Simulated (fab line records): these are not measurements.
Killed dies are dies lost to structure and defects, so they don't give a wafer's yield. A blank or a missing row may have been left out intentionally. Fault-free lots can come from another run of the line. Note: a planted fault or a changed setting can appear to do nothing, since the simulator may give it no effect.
Shared-tool check / flow gf180mcu / 48 wafers sampled across 13 lots

WHY THIS WAS OPENED
At GF_SALICIDE_RS_MEAS_04 the reading SALICIDE_TIN_RS is flagged on 3 of 13 lots. Wafers without a fault read 16.33 ohm/sq, standard deviation 0.3.
Rule: a lot is flagged when every wafer of it that has a number lies more than 4 standard deviations from that mean, or none has a number. The other lots count as sound.

lot=L807; measured=day 15 07:33; on=film metro-03; SALICIDE_TIN_RS (ohm/sq), wafer by wafer=16.82 16.57 16.60; flag=
lot=L808; measured=day 15 16:26; on=film metro-04; SALICIDE_TIN_RS (ohm/sq), wafer by wafer=15.86 15.69 16.44; flag=
lot=L811; measured=day 16 20:07; on=film metro-03; SALICIDE_TIN_RS (ohm/sq), wafer by wafer=16.69 16.67 16.72; flag=
lot=L812; measured=day 17 18:09; on=film metro-04; SALICIDE_TIN_RS (ohm/sq), wafer by wafer=8.12 8.27 8.23 8.14 8.24 8.21; flag=FLAGGED
lot=L816; measured=day 19 02:05; on=film metro-03; SALICIDE_TIN_RS (ohm/sq), wafer by wafer=8.35 8.51 8.43 8.35 8.52 8.42; flag=FLAGGED
lot=L817; measured=day 19 04:44; on=film metro-04; SALICIDE_TIN_RS (ohm/sq), wafer by wafer=8.33 8.34 8.42 8.31 8.32 8.41; flag=FLAGGED
lot=L820; measured=day 19 20:23; on=film metro-03; SALICIDE_TIN_RS (ohm/sq), wafer by wafer=16.42 16.36 16.26; flag=
lot=L824; measured=day 21 10:38; on=film metro-03; SALICIDE_TIN_RS (ohm/sq), wafer by wafer=16.45 16.54 16.90; flag=
lot=L826; measured=day 22 07:41; on=film metro-04; SALICIDE_TIN_RS (ohm/sq), wafer by wafer=16.74 16.64 16.47; flag=
lot=L827; measured=day 22 11:16; on=film metro-02; SALICIDE_TIN_RS (ohm/sq), wafer by wafer=16.30 16.03 16.17; flag=
lot=L828; measured=day 22 17:28; on=film metro-02; SALICIDE_TIN_RS (ohm/sq), wafer by wafer=16.61 16.33 16.00; flag=
lot=L829; measured=day 23 02:28; on=film metro-04; SALICIDE_TIN_RS (ohm/sq), wafer by wafer=16.55 16.47 16.40; flag=
lot=L830; measured=day 23 09:41; on=film metro-02; SALICIDE_TIN_RS (ohm/sq), wafer by wafer=16.60 16.61 16.81; flag=
The numbers of the flagged lots are 8.33 ohm/sq on average: -8.00 ohm/sq against the usual, or -27 standard deviations.

TOOL THAT RAN EACH LOT
The record keeps 1 process step preceding the reading, out of 602 steps on the route. Read each cell as the tool, then ch plus the chambers that the sampled wafers visited, then the start.
lot=L807; flag=; GF_SALICIDE_SPUTTER_02=pvd sputter-02, day 15 07:30
lot=L808; flag=; GF_SALICIDE_SPUTTER_02=pvd sputter-01, day 15 16:22
lot=L811; flag=; GF_SALICIDE_SPUTTER_02=pvd sputter-01, day 16 20:04
lot=L812; flag=FLAGGED; GF_SALICIDE_SPUTTER_02=pvd sputter-04, day 17 17:43
lot=L816; flag=FLAGGED; GF_SALICIDE_SPUTTER_02=pvd sputter-02, day 19 01:49
lot=L817; flag=FLAGGED; GF_SALICIDE_SPUTTER_02=pvd sputter-01, day 19 04:25
lot=L820; flag=; GF_SALICIDE_SPUTTER_02=pvd sputter-04, day 19 20:18
lot=L824; flag=; GF_SALICIDE_SPUTTER_02=pvd sputter-02, day 21 10:33
lot=L826; flag=; GF_SALICIDE_SPUTTER_02=pvd sputter-01, day 22 07:35
lot=L827; flag=; GF_SALICIDE_SPUTTER_02=pvd sputter-04, day 22 11:13
lot=L828; flag=; GF_SALICIDE_SPUTTER_02=pvd sputter-02, day 22 17:22
lot=L829; flag=; GF_SALICIDE_SPUTTER_02=pvd sputter-04, day 23 02:21
lot=L830; flag=; GF_SALICIDE_SPUTTER_02=pvd sputter-02, day 23 09:37
What these steps do:
- GF_SALICIDE_SPUTTER_02: material Co, target thk 10 nm, time 20 s.
- GF_SALICIDE_RS_MEAS_04: measures by four-point-probe.

FLAGGED OVER TOTAL, TOOL BY TOOL (the gauges that took the reading come last)
step=GF_SALICIDE_SPUTTER_02; tool=pvd sputter-01; lots run=4; flagged=1; share of the flagged lots=some; sound lots run after its first flagged lot=1 (L826)
step=GF_SALICIDE_SPUTTER_02; tool=pvd sputter-02; lots run=5; flagged=1; share of the flagged lots=some; sound lots run after its first flagged lot=3 (L824,L828,L830)
step=GF_SALICIDE_SPUTTER_02; tool=pvd sputter-04; lots run=4; flagged=1; share of the flagged lots=some; sound lots run after its first flagged lot=3 (L820,L827,L829)
step=GF_SALICIDE_RS_MEAS_04; tool=film metro-02; lots run=3; flagged=0; share of the flagged lots=none; sound lots run after its first flagged lot=-
step=GF_SALICIDE_RS_MEAS_04; tool=film metro-03; lots run=5; flagged=1; share of the flagged lots=some; sound lots run after its first flagged lot=2 (L820,L824)
step=GF_SALICIDE_RS_MEAS_04; tool=film metro-04; lots run=5; flagged=2; share of the flagged lots=some; sound lots run after its first flagged lot=2 (L826,L829)

WHAT THE TABLE PERMITS
No row of the table ran every flagged lot.

WHAT THE SIMULATOR HAD PUT IN
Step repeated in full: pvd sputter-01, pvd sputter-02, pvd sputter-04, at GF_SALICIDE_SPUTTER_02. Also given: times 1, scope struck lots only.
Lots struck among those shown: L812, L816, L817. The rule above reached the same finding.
